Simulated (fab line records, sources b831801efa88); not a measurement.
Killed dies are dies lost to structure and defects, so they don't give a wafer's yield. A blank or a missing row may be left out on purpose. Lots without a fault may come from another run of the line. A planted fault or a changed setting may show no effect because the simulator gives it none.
Chamber matching | flow gf180mcu | GF_V5_CMP_26 on cmp-01: 4 sister chambers
The step polishes, stops on SiO2, t overpolish 15 s, target thk 0 nm. 8 wafers are shown with their chamber, then 7 later ones without.

WAFERS WITH THEIR CHAMBER
wafer  | chamber | motor_current_A (A) | overpolish_run_s (s)
L844.1 | 2       | 10.8                | 14.996
L847.5 | 3       | 11.9                | 15.014
L847.6 | 0       | 10.5                | 15.000
L852.1 | 3       | 10.8                | 15.000
L852.3 | 1       | 12.2                | 14.991
L852.5 | 2       | 10.5                | 14.983
L856.3 | 1       | 11.7                | 14.997
L856.4 | 0       | 10.4                | 14.995

WAFERS WITHOUT THEIR CHAMBER
wafer  | motor_current_A (A) | overpolish_run_s (s)
L856.6 | 11.7                | 14.985
L859.2 | 10.9                | 15.012
L859.3 | 11.0                | 15.010
L859.4 | 10.9                | 15.011
L862.1 | 12.9                | 14.998
L862.2 | 11.0                | 15.019
L862.6 | 11.8                | 14.993

WHICH CHAMBER EACH WENT THROUGH
wafer  | from the rows above               | in truth
L856.6 | can't be placed: 1 or 2 or 3 or 0 | 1
L859.2 | can't be placed: 3 or 0 or 2      | 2
L859.3 | can't be placed: 3 or 0           | 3
L859.4 | can't be placed: 3 or 0 or 2      | 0
L862.1 | can't be placed: 1 or 3           | 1
L862.2 | can't be placed: 3 or 0           | 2
L862.6 | can't be placed: 1 or 3           | 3
Placed correctly: 0 of 7. Can't be placed from these rows: 7 (the true chamber is among the candidates in 6). Placed wrongly: 0.
How it was worked out, from the rows above alone: a wafer's distance from a chamber is the root of the sum, over the readings, of the square of ((its reading less the chamber's mean) divided by the reading's scatter). The wafer belongs to the nearest chamber; if the next one is less than 2 further off, it can't be placed. A chamber's mean is the mean of its shown wafers. The scatter: the root of (the sum of the squares of (reading less its chamber's mean) over the shown wafers, divided by (wafers less chambers)).
